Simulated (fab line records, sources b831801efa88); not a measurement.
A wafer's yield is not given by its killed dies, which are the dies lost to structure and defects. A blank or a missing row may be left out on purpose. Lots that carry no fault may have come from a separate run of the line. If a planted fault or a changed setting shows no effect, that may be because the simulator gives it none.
A lot that was struck, set against a sound lot    flow gf180mcu    16 steps out of a route of 602
Sound: the wafers L753.1, L753.2, L753.3. Wafers struck: L762.3, L762.5, L762.6. At the end, the cause is stated.
Per side, at each step with rows, come the tool, then ch with its chambers, and then its first start. Under that, the readings that differ: sound wafers    struck wafers    difference of the means    sigmas: that difference in standard deviations of wafers without a fault.
alike: readings with means less than 2 such deviations apart, plus words and numbers identical on both sides. not compared: withheld readings, readings lacking a value on some wafer, bounds such as >300 that could conceal the same value, and numbers that have no deviation in the record and whose values overlap.
Wherever a step has rows on one side only, a row that says differs or no value, or a row with sigmas, the two part there. When numbers do not overlap yet have no deviation, they are printed without sigmas and do not part them. Lack of a reading on every wafer of one side parts them only where that side has two or more wafers.

first, 3 steps without rows for these wafers: GF_V5_EXPOSE_11 (exposes mask Via5, target cd 260 nm); GF_V5_PEB_12 (peb time 90 s); GF_V5_DEVELOP_13 (develop time 60 s).
GF_V5_CD_MEAS_14: the cd target is 260 nm.
  sound on cdSem-01 at day 27 20:19; struck on cdSem-02 at day 30 19:57
  alike: cdNm
GF_V5_OVL_MEAS_15:
  sound on overlay-02 at day 27 20:26; struck on overlay-01 at day 30 20:02
  alike: V5_OVL
GF_V5_ETCH_16: etches BARC in N2/H2.
  sound on rieDiel-01 ch 0,1,3, day 27 20:28; struck on rieDiel-01 ch 2,3, day 30 20:04
  alike: drypumpMotorCurrentA, oesProductAu, throttleValvePct
GF_V5_ETCH_17: etches SiO2 in C4F8/O2/Ar, stops on TiN, target depth 855 nm.
  sound on rieDiel-01 ch 0,1,3; struck on rieDiel-01 ch 2,3
  alike: oesProductAu
GF_V5_STRIP_18: strips in O2/N2.
  sound on plasmaAsher-03 ch 0,1, day 27 20:37; struck on plasmaAsher-02 ch 0,1, day 30 20:16
  alike: drypumpMotorCurrentA, heaterPowerW, oesProductAu
  not compared: rfHoursCounterH
then, 2 steps without rows for these wafers: GF_V5_STRIP_19 (strips in post etch residue remover, time 1200 s); GF_V5_CLEAN_20 (cleans in DIW).
GF_V5_SPUTTER_21: material Ti, target thk 15 nm, time 80.02 s.
  sound on pvdSputter-02 at day 27 21:11; struck on pvdSputter-02 at day 30 20:46
  alike: throttleValvePct
GF_V5_SPUTTER_22: material TiN, target thk 10 nm, time 40 s.
  sound on pvdSputter-02 at day 27 21:15; struck on pvdSputter-02 at day 30 20:49
  alike: throttleValvePct
GF_V5_CVD_23: deposits W, target thk 350 nm, time 104.9 s.
  sound on cvdW-01 ch 0,1, day 27 21:17; struck on cvdW-02 ch 0,1, day 30 20:54
reading                          sound              struck             difference  sigmas
chamberPressureTorr (Torr)       39.96 40.01 39.89  37.16 36.96 37.01  -2.91       -32
model.W_of_V5_CVD_23.thkNm (nm)  348.3 349.9 349.6  334.2 332.1 328.4  -17.7       
  alike: heaterPowerW
GF_V5_RS_MEAS_24: uses a four-point probe to measure.
  sound on filmMetro-03 at day 27 21:24; struck on filmMetro-01 at day 30 21:01
reading           sound              struck             difference  sigmas
V5_W_RS (ohm/sq)  0.330 0.328 0.328  0.342 0.345 0.348  +0.016      +5
GF_V5_THK_MEAS_25: measures by xrf.
  sound on filmMetro-03 at day 27 21:31; struck on filmMetro-01 at day 30 21:07
reading        sound        struck       difference  sigmas
V5_W_THK (nm)  340 341 341  324 325 321  -17         -4
then, 1 step without rows for these wafers: GF_V5_CMP_26 (polishes, stops on SiO2, t overpolish 15 s, target thk 0 nm).

## WHERE THEY PART
First at GF_V5_CVD_23; last, within this record, at GF_V5_THK_MEAS_25.

WHY: what had been put in by the simulator
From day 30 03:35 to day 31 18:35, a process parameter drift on cvdW-02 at GF_V5_CVD_23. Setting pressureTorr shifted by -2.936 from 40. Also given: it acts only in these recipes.
